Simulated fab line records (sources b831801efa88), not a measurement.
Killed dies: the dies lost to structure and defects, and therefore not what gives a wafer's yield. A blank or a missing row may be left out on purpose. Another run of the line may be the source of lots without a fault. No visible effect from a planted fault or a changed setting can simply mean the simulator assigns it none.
Which of the tools did it?    flow sky130    17 wafers from 6 lots sampled at 4 of the route's 708 steps

WHAT EACH GAUGE READ, for each wafer
SKY_PASSIVATION_THK_MEAS_01.
lot   measured      on             PASSIVATION_CVD_00_THK (nm)
L615  day 45 01:44  film_metro-03  87.6 62.7
L624  day 47 01:56  film_metro-02  88.0 88.3 90.7
L625  day 47 13:47  film_metro-02  89.1 90.1 90.6
L627  day 48 16:57  film_metro-01  90.6 90.6 89.4
L632  day 49 01:25  film_metro-03  91.2 93.4 94.3
L634  day 49 14:20  film_metro-03  90.0 92.5 91.7

WHAT TOOL EACH LOT RAN ON (gives the tool, then ch and the chambers of the sampled wafers, and finally the start)
lot   SKY_METAL3_STRIP_19                   SKY_METAL4_METAL_ETCH_18           SKY_PASSIVATION_CVD_00
L615  plasma_asher-04 ch 0,1, day 39 20:53  rie_metal-02 ch 1, day 43 00:34    pecvd-02 ch 2, day 45 01:43
L624  plasma_asher-04 ch 0,1, day 42 04:13  rie_metal-04 ch 0,1, day 45 04:41  pecvd-03 ch 0,1,2, day 47 01:55
L625  plasma_asher-01 ch 0,1, day 42 19:31  rie_metal-04 ch 0,1, day 45 17:55  pecvd-03 ch 0,2, day 47 13:45
L627  plasma_asher-01 ch 0,1, day 44 02:51  rie_metal-04 ch 0,1, day 46 23:01  pecvd-02 ch 0,1,2, day 48 16:55
L632  plasma_asher-02 ch 0,1, day 44 15:13  rie_metal-02 ch 0,1, day 47 08:49  pecvd-01 ch 1,2, day 49 01:24
L634  plasma_asher-01 ch 0,1, day 45 05:56  rie_metal-03 ch 0,1, day 47 22:45  pecvd-01 ch 1,2, day 49 14:18
- SKY_METAL3_STRIP_19: strips in O2/N2.
- SKY_METAL4_METAL_ETCH_18: etches the open film in Cl2/BCl3, stops on SiO2, target depth 845 nm, time 183.1 s.
- SKY_PASSIVATION_CVD_00: deposits SiO2, target thk 90 nm.

THE ANSWER, worked out from the rows above alone
Rule: the usual values come from the lots themselves. The widest of any qualifying gaps counts: lots, ordered by their means at a reading, are off when they make up no more than a third of the lots, leave a main group of 4 or more, and stand apart from it by 3 or more times the standard deviation of that group's means. A main group is skipped when, at the precision printed for the reading in the tables above, its means are all equal. Also off: a lot with no number at a reading for which 4 or more lots have one. Where the step has rows for the other lots, those lots are counted as sound.
Off: at SKY_PASSIVATION_THK_MEAS_01 (PASSIVATION_CVD_00_THK), L615. Mean 90.7 nm and standard deviation 1.4 in the main group.
A tool fits if, at a process step before that reading, it ran every lot that is off, and no sound lot after the first of them. Gauges at SKY_PASSIVATION_THK_MEAS_01: tried the same way as those tools. Not one of the candidates tried fits.

WHAT WAS PUT IN BY THE SIMULATOR
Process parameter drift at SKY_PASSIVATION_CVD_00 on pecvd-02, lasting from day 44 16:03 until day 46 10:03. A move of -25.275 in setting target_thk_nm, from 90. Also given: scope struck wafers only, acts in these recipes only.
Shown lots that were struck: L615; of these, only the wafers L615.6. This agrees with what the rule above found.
